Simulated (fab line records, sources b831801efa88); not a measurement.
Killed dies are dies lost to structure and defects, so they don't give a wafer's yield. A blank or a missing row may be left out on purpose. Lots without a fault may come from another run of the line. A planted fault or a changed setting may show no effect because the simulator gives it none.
Which tool did it? | flow sky130 | 24 lots, 72 wafers sampled, at 5 steps of a route of 708

WHAT THE GAUGES READ, wafer by wafer
SKY_CONTACT_CD_MEAS_14: target cd 170 nm. Usual: cd_nm 170.0 nm, standard deviation 1.6.
lot  | measured     | on        | cd_nm (nm)        | flag
L074 | day 31 09:09 | cd_sem-01 | 167.9 168.7 167.9 |
L075 | day 31 12:35 | cd_sem-01 | 172.4 172.9 172.9 |
L076 | day 32 09:31 | cd_sem-02 | 169.0 167.8 169.0 |
L077 | day 32 11:51 | cd_sem-01 | 171.6 171.4 171.8 |
L078 | day 33 03:08 | cd_sem-02 | 170.7 172.4 172.0 |
L079 | day 33 16:14 | cd_sem-01 | 171.9 172.1 171.8 |
L080 | day 33 17:07 | cd_sem-01 | 170.3 169.5 167.8 |
L081 | day 33 19:06 | cd_sem-02 | 169.1 169.0 169.5 |
L082 | day 34 00:32 | cd_sem-01 | 169.1 170.5 169.4 |
L083 | day 34 14:06 | cd_sem-01 | 171.6 170.8 171.7 |
L084 | day 34 15:05 | cd_sem-02 | 168.8 170.7 170.2 |
L085 | day 34 23:48 | cd_sem-01 | 170.9 171.2 171.6 |
L086 | day 35 10:02 | cd_sem-01 | 171.5 169.6 171.0 |
L087 | day 35 18:08 | cd_sem-02 | 166.9 165.7 166.3 |
L088 | day 35 21:16 | cd_sem-01 | 169.0 169.4 169.9 |
L089 | day 36 06:51 | cd_sem-02 | 168.8 169.8 168.4 |
L090 | day 36 17:18 | cd_sem-01 | 170.1 169.6 169.6 |
L091 | day 37 03:47 | cd_sem-01 | 169.8 170.8 171.0 |
L093 | day 38 00:32 | cd_sem-01 | 171.8 171.9 171.6 |
L092 | day 38 00:13 | cd_sem-01 | 169.8 170.1 169.8 |
L095 | day 38 02:51 | cd_sem-02 | 168.6 168.5 169.3 |
L094 | day 38 03:55 | cd_sem-01 | 172.1 171.6 171.6 |
L096 | day 38 08:56 | cd_sem-02 | 169.3 169.6 169.2 |
L097 | day 38 18:51 | cd_sem-01 | 167.0 169.2 166.1 |

SKY_METAL2_CD_MEAS_15: target cd 140 nm. Usual: cd_nm 140.0 nm, standard deviation 1.3.
lot  | measured     | on        | cd_nm (nm)        | flag
L074 | day 34 22:03 | cd_sem-02 | 140.9 141.2 141.7 |
L075 | day 35 01:14 | cd_sem-01 | 139.6 139.6 139.6 |
L076 | day 35 20:38 | cd_sem-02 | 139.7 139.3 137.6 |
L077 | day 35 23:27 | cd_sem-02 | 139.6 141.0 140.8 |
L078 | day 36 13:56 | cd_sem-02 | 138.6 137.6 138.7 |
L079 | day 37 04:15 | cd_sem-02 | 138.2 138.5 139.6 |
L080 | day 37 04:50 | cd_sem-01 | 139.9 140.4 139.6 |
L081 | day 37 06:57 | cd_sem-01 | 141.8 142.7 141.5 |
L082 | day 37 11:01 | cd_sem-01 | 140.2 141.9 141.5 |
L083 | day 38 00:56 | cd_sem-02 | 138.2 138.2 139.5 |
L084 | day 38 01:33 | cd_sem-02 | 139.8 141.0 139.8 |
L085 | day 38 11:17 | cd_sem-02 | 140.1 140.2 138.9 |
L086 | day 38 20:35 | cd_sem-01 | 139.7 141.6 140.1 |
L087 | day 39 03:48 | cd_sem-01 | 139.6 141.3 140.2 |
L088 | day 39 07:10 | cd_sem-02 | 139.0 140.7 140.6 |
L089 | day 39 16:45 | cd_sem-01 | 139.6 139.7 139.1 |
L090 | day 40 01:56 | cd_sem-02 | 140.4 140.9 140.5 |
L091 | day 40 12:13 | cd_sem-02 | 141.8 141.2 140.7 |
L093 | day 41 07:02 | cd_sem-02 | 140.7 140.9 141.7 |
L092 | day 41 06:25 | cd_sem-02 | 137.9 138.0 137.8 |
L095 | day 41 08:32 | cd_sem-01 | 139.5 142.1 140.8 |
L094 | day 41 10:34 | cd_sem-02 | 138.3 137.8 137.4 |
L096 | day 41 15:06 | cd_sem-02 | 141.7 141.1 141.9 |
L097 | day 42 00:00 | cd_sem-02 | 140.6 140.2 141.0 |

SKY_VIA2_CD_MEAS_12: target cd 200 nm. Usual: cd_nm 200.0 nm, standard deviation 1.6.
lot  | measured     | on        | cd_nm (nm)        | flag
L074 | day 36 02:14 | cd_sem-02 | 197.9 198.2 199.5 |
L075 | day 36 05:06 | cd_sem-02 | 199.8 202.1 201.2 |
L076 | day 37 00:07 | cd_sem-02 | 198.3 200.0 200.1 |
L077 | day 37 03:05 | cd_sem-02 | 200.1 200.5 202.4 |
L078 | day 37 17:50 | cd_sem-02 | 197.9 198.5 199.1 |
L079 | day 38 07:59 | cd_sem-02 | 201.4 201.3 201.4 |
L080 | day 38 08:37 | cd_sem-02 | 203.3 201.7 202.0 |
L081 | day 38 10:50 | cd_sem-02 | 198.9 199.1 197.6 |
L082 | day 38 15:09 | cd_sem-01 | 200.1 202.5 204.6 |
L083 | day 39 03:05 | cd_sem-01 | 200.9 200.3 201.9 |
L084 | day 39 04:14 | cd_sem-02 | 202.3 201.4 201.2 |
L085 | day 39 13:04 | cd_sem-01 | 200.6 201.5 201.7 |
L086 | day 39 22:47 | cd_sem-01 | 199.2 198.9 199.2 |
L087 | day 40 06:02 | cd_sem-01 | 199.4 198.7 198.3 |
L088 | day 40 09:34 | cd_sem-02 | 201.4 200.0 201.7 |
L089 | day 40 18:59 | cd_sem-02 | 198.1 198.3 199.1 |
L090 | day 41 03:29 | cd_sem-01 | 200.5 200.7 200.1 |
L091 | day 41 13:47 | cd_sem-02 | 201.1 200.3 200.3 |
L093 | day 42 08:05 | cd_sem-01 | 199.0 197.9 199.0 |
L092 | day 42 06:37 | cd_sem-02 | 198.0 198.4 198.0 |
L095 | day 42 09:21 | cd_sem-01 | 200.8 199.3 199.8 |
L094 | day 42 12:00 | cd_sem-02 | 201.0 200.3 199.2 |
L096 | day 42 16:29 | cd_sem-01 | 200.6 200.4 201.0 |
L097 | day 43 00:05 | cd_sem-02 | 196.0 197.9 197.3 |

WHICH TOOL RAN EACH LOT (tool, then ch and the chambers of the sampled wafers, then the start)
lot  | SKY_LDD_LDN_STRIP_12                 | SKY_METAL2_SPUTTER_02
L074 | plasma_asher-03 ch 0,1, day 22 14:41 | pvd_sputter-04, day 33 19:25
L075 | plasma_asher-03 ch 0,1, day 22 19:53 | pvd_sputter-01, day 33 23:09
L076 | plasma_asher-01 ch 0,1, day 23 15:09 | pvd_sputter-02, day 34 18:45
L077 | plasma_asher-02 ch 0,1, day 23 20:28 | pvd_sputter-02, day 34 21:25
L078 | plasma_asher-01 ch 0,1, day 24 14:41 | pvd_sputter-04, day 35 11:20
L079 | plasma_asher-02 ch 0, day 24 15:35   | pvd_sputter-04, day 36 01:55
L080 | plasma_asher-03 ch 0,1, day 25 03:34 | pvd_sputter-02, day 36 02:17
L081 | plasma_asher-02 ch 0,1, day 25 10:47 | pvd_sputter-02, day 36 04:16
L082 | plasma_asher-01 ch 0,1, day 25 17:52 | pvd_sputter-04, day 36 09:31
L083 | plasma_asher-03 ch 0,1, day 26 07:38 | pvd_sputter-02, day 36 22:44
L084 | plasma_asher-01 ch 0,1, day 26 08:52 | pvd_sputter-04, day 36 23:54
L085 | plasma_asher-01 ch 0,1, day 26 17:01 | pvd_sputter-04, day 37 09:06
L086 | plasma_asher-01 ch 0, day 27 06:44   | pvd_sputter-01, day 37 19:13
L087 | plasma_asher-01 ch 0,1, day 27 12:44 | pvd_sputter-02, day 38 02:44
L088 | plasma_asher-03 ch 1, day 27 17:40   | pvd_sputter-02, day 38 05:46
L089 | plasma_asher-02 ch 0,1, day 28 05:23 | pvd_sputter-04, day 38 15:50
L090 | plasma_asher-03 ch 0,1, day 28 15:34 | pvd_sputter-04, day 39 01:13
L091 | plasma_asher-02 ch 0,1, day 29 02:52 | pvd_sputter-04, day 39 11:32
L093 | plasma_asher-02 ch 0,1, day 29 19:14 | pvd_sputter-01, day 40 06:53
L092 | plasma_asher-02 ch 0, day 29 20:08   | pvd_sputter-04, day 40 06:06
L095 | plasma_asher-03 ch 0,1, day 29 22:23 | pvd_sputter-01, day 40 08:28
L094 | plasma_asher-03 ch 0,1, day 30 05:50 | pvd_sputter-04, day 40 09:49
L096 | plasma_asher-02 ch 1, day 30 09:29   | pvd_sputter-04, day 40 15:01
L097 | plasma_asher-03 ch 0,1, day 30 22:26 | pvd_sputter-04, day 41 00:18
- SKY_LDD_LDN_STRIP_12: strips in O2/N2.
- SKY_METAL2_SPUTTER_02: material AlCu, target thk 250 nm, time 13.3 s.

WHAT THE TOOLS THEMSELVES READ (means of the sampled wafers that have a number; where no wafer has one, the mark that the record gives instead)
SKY_LDD_LDN_STRIP_12. Usual: drypump_motor_current_A 5.8 A, standard deviation 0.53; oes_product_au 0.716 a.u., standard deviation 0.0041; strip_time_to_endpoint_s 14.17 s, standard deviation 0.043.
lot  | tool            | drypump_motor_current_A (A) | oes_product_au (a.u.) | strip_time_to_endpoint_s (s) | flag
L074 | plasma_asher-03 | 6.0                         | 0.720                 | 14.13                        |
L075 | plasma_asher-03 | 6.0                         | 0.720                 | 14.24                        |
L076 | plasma_asher-01 | 6.4                         | 0.716                 | 14.13                        |
L077 | plasma_asher-02 | 5.1                         | 0.716                 | 14.21                        |
L078 | plasma_asher-01 | 6.3                         | 0.719                 | 14.10                        |
L079 | plasma_asher-02 | 5.5                         | 0.716                 | 14.12                        |
L080 | plasma_asher-03 | 6.0                         | 0.721                 | 14.17                        |
L081 | plasma_asher-02 | 5.3                         | 0.715                 | 14.16                        |
L082 | plasma_asher-01 | 6.3                         | 0.711                 | 14.15                        |
L083 | plasma_asher-03 | 6.1                         | 0.714                 | 14.20                        |
L084 | plasma_asher-01 | 6.3                         | 0.720                 | 14.15                        |
L085 | plasma_asher-01 | 6.3                         | 0.712                 | 14.19                        |
L086 | plasma_asher-01 | 6.4                         | 0.715                 | 14.20                        |
L087 | plasma_asher-01 | 6.4                         | 0.719                 | 14.15                        |
L088 | plasma_asher-03 | 6.2                         | 0.720                 | 14.18                        |
L089 | plasma_asher-02 | 5.3                         | 0.720                 | 14.20                        |
L090 | plasma_asher-03 | 6.1                         | 0.722                 | 14.22                        |
L091 | plasma_asher-02 | 5.1                         | 0.718                 | 14.17                        |
L093 | plasma_asher-02 | 5.3                         | 0.713                 | 14.20                        |
L092 | plasma_asher-02 | 5.5                         | 0.715                 | 14.12                        |
L095 | plasma_asher-03 | 6.0                         | 0.719                 | 14.22                        |
L094 | plasma_asher-03 | 6.1                         | 0.714                 | 14.17                        |
L096 | plasma_asher-02 | 4.8                         | 0.711                 | 14.15                        |
L097 | plasma_asher-03 | 6.1                         | 0.714                 | 14.24                        |

SKY_METAL2_SPUTTER_02. Usual: throttle_valve_pct 29.9 %, standard deviation 0.96.
lot  | tool           | throttle_valve_pct (%) | flag
L074 | pvd_sputter-04 | 30.3                   |
L075 | pvd_sputter-01 | 29.6                   |
L076 | pvd_sputter-02 | 28.5                   |
L077 | pvd_sputter-02 | 29.6                   |
L078 | pvd_sputter-04 | 30.8                   |
L079 | pvd_sputter-04 | 30.6                   |
L080 | pvd_sputter-02 | 29.7                   |
L081 | pvd_sputter-02 | 29.6                   |
L082 | pvd_sputter-04 | 30.2                   |
L083 | pvd_sputter-02 | 28.4                   |
L084 | pvd_sputter-04 | 29.7                   |
L085 | pvd_sputter-04 | 29.9                   |
L086 | pvd_sputter-01 | 29.7                   |
L087 | pvd_sputter-02 | 29.2                   |
L088 | pvd_sputter-02 | 28.8                   |
L089 | pvd_sputter-04 | 30.4                   |
L090 | pvd_sputter-04 | 29.6                   |
L091 | pvd_sputter-04 | 30.4                   |
L093 | pvd_sputter-01 | 29.6                   |
L092 | pvd_sputter-04 | 30.8                   |
L095 | pvd_sputter-01 | 29.6                   |
L094 | pvd_sputter-04 | 30.1                   |
L096 | pvd_sputter-04 | 29.8                   |
L097 | pvd_sputter-04 | 29.5                   |

THE ANSWER, worked out from the rows above alone
Rule: a lot is off if the mean of its wafers that have a number lies more than 3 standard deviations from the usual mean. A lot without any number at a reading at which 4 lots or more have one is off too. The other lots that the step has rows for count as sound. The gauges are gone through in route order, then the tools' own readings, and for those a lot's mean is taken as printed above. The first step at which some lot is off is used, and at that step the reading that is off furthest; a lot without a number counts as furthest.
No lot is off at any reading shown: from this, nothing can be told.

WHAT THE SIMULATOR HAD PUT IN
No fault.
